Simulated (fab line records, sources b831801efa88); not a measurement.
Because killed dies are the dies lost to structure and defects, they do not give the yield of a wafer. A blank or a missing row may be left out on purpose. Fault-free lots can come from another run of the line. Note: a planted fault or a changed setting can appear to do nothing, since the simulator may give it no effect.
Which tool was responsible? / flow gf180mcu / route of 602 steps, sampled at 1 step: 14 lots, 42 wafers

== WHAT THE GAUGES SHOWED, per wafer ==
GF_STI_THK_MEAS_02.
lot=L114; measured=day 1 22:20; on=film-metro-04; STI_OXIDATION_THK (nm)=10.08 9.99 10.13
lot=L115; measured=day 2 05:11; on=film-metro-03; STI_OXIDATION_THK (nm)=9.53 9.77 9.77
lot=L116; measured=day 2 10:43; on=film-metro-03; STI_OXIDATION_THK (nm)=10.19 10.02 10.08
lot=L119; measured=day 2 22:46; on=film-metro-04; STI_OXIDATION_THK (nm)=9.84 9.91 10.06
lot=L120; measured=day 3 04:48; on=film-metro-03; STI_OXIDATION_THK (nm)=9.88 9.77 9.87
lot=L121; measured=day 3 13:04; on=film-metro-02; STI_OXIDATION_THK (nm)=10.16 10.13 10.02
lot=L126; measured=day 4 09:43; on=film-metro-03; STI_OXIDATION_THK (nm)=10.03 10.04 10.10
lot=L127; measured=day 4 15:50; on=film-metro-04; STI_OXIDATION_THK (nm)=10.03 10.16 9.92
lot=L128; measured=day 4 19:31; on=film-metro-02; STI_OXIDATION_THK (nm)=10.12 10.15 9.95
lot=L129; measured=day 5 01:46; on=film-metro-04; STI_OXIDATION_THK (nm)=10.12 10.12 9.94
lot=L130; measured=day 5 05:31; on=film-metro-02; STI_OXIDATION_THK (nm)=9.82 9.90 9.78
lot=L132; measured=day 5 18:02; on=film-metro-03; STI_OXIDATION_THK (nm)=10.05 9.96 10.12
lot=L134; measured=day 6 01:47; on=film-metro-04; STI_OXIDATION_THK (nm)=9.79 10.08 10.05
lot=L135; measured=day 6 07:14; on=film-metro-02; STI_OXIDATION_THK (nm)=9.99 9.82 9.98

== EACH LOT AND THE TOOL THAT RAN IT (in order: tool; ch and the chambers of the sampled wafers; start) ==
The record shows no process step preceding these readings.

== AS READ BY THE TOOLS THEMSELVES (means over the sampled wafers that have a number; for cases with no such wafer, the mark the record gives instead) ==
The record holds no such reading with a usual standard deviation.

== THE ANSWER, worked out from the rows above alone ==
Rule: the usual values come from the lots themselves. Put in order of their means at a reading, lots are off if they are a third of the lots or fewer, leave a main group of 4 or more, and stand apart from it by a gap of 3 or more times the standard deviation of the main group's means; of several such gaps the widest counts. Not used: any main group whose means are identical at the precision the tables above print for the reading. A lot without any number at a reading at which 4 lots or more have one is off too. All remaining lots with rows at the step are treated as sound. First the gauges in route order, then the tools' own readings, where a lot's mean is used as printed above. The first step at which some lot is off is used, and at that step the reading that is off furthest; a lot without a number counts as furthest.
No lot is off on any of the readings shown, so nothing can be concluded from this.

== WHAT THE SIMULATOR HAD PUT IN ==
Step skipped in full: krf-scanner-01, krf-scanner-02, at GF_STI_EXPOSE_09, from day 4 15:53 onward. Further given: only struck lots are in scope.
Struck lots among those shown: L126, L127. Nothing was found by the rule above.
